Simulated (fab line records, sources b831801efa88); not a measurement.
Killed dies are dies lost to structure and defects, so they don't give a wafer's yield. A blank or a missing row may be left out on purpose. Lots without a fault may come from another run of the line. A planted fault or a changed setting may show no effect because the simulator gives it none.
Problem report in the 8D (eight disciplines) form, filled by code | flow sky130 | the parts of the form that need people (team, actions taken, sign-off) are left out

1. THE PROBLEM
PASSIVATION_CVD_02_THK at SKY_PASSIVATION_THK_MEAS_03 reads a mean of 595 nm on 6 wafers of 2 lots; wafers without a fault read 540 nm with a standard deviation of 8.5. That is +6.4 standard deviations from the usual mean.
First seen on wafer L776.3, day 47 23:39, on film_metro-02. The record holds 36 wafers of 12 lots with a number at this step. Rule for "out", or "out of limits": more than 4 standard deviations from the usual mean. The other wafers with a number count as sound.

2. WHAT IT IS AND WHAT IT IS NOT
question                    | is                           | is not
which readings at this step | PASSIVATION_CVD_02_THK       | -
which lots                  | L776, L777                   | L762, L763, L764, L765, L766, L768, L769, L770, L771, L775
which wafers of those lots  | all that have a number       | -
read on which gauges        | film_metro-01, film_metro-02 | film_metro-03
when                        | from day 47 23:39            | up to then (30 sound wafers)

3. SUSPECTS, AND WHAT RULES EACH OUT
Counting: a tool at a process step up to the reading stays a suspect if it ran every lot that is out and no sound lot after the first of them.
- the gauge at SKY_PASSIVATION_THK_MEAS_03: ruled out. The wafers that are out were read on 2 gauges (film_metro-01, film_metro-02).
- pecvd-02 at SKY_PASSIVATION_CVD_02 (deposits Si3N4, target thk 540 nm): kept. It ran every lot that is out, first L776 (day 47 23:24), and no sound lot after that; its last sound lot up to then is L775 (day 47 18:58). Its own readings are out on those wafers: rf_fwd_power_W.
Left after counting: pecvd-02 at SKY_PASSIVATION_CVD_02.

4. THE CAUSE (what the simulator had put in)
Process parameter drift: pecvd-02, from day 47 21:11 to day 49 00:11, at SKY_PASSIVATION_CVD_02. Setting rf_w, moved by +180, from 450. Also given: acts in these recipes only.
Counting left only this tool.

5. THE CHAIN OF EFFECTS, in route order
Each row: a reading whose mean over the struck wafers that have a number lies more than 3 standard deviations from the usual. Only readings for which the record gives a usual standard deviation are gone through. hours: the time from each lot's start at the first step in this table that gives one to its start at this step, as a median over the lots. sigmas: the change in usual standard deviations.
hours | step                        | reading                | usual   | on struck wafers | change | sigmas
0     | SKY_PASSIVATION_CVD_02      | rf_fwd_power_W         | 448.8 W | 628.2            | +179.4 | +99 or more
0     | SKY_PASSIVATION_THK_MEAS_03 | PASSIVATION_CVD_02_THK | 540 nm  | 595              | +55    | +6.4
The process steps in it:
- SKY_PASSIVATION_CVD_02: deposits Si3N4, target thk 540 nm.

6. WHAT WOULD HAVE CAUGHT IT SOONER
In this record the first reading out of limits at a measuring or inspecting step was taken at day 47 23:39, 2 hours after the fault began at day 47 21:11.
The tool's own readings at SKY_PASSIVATION_CVD_02 were out on every struck wafer that the step has a row for (rf_fwd_power_W): an alarm limit on them would have fired on the first of those.
Of the lots that are out (2), L777 began SKY_PASSIVATION_CVD_02 on pecvd-02 after day 47 23:39. A hold on the tool at that time would have spared it.
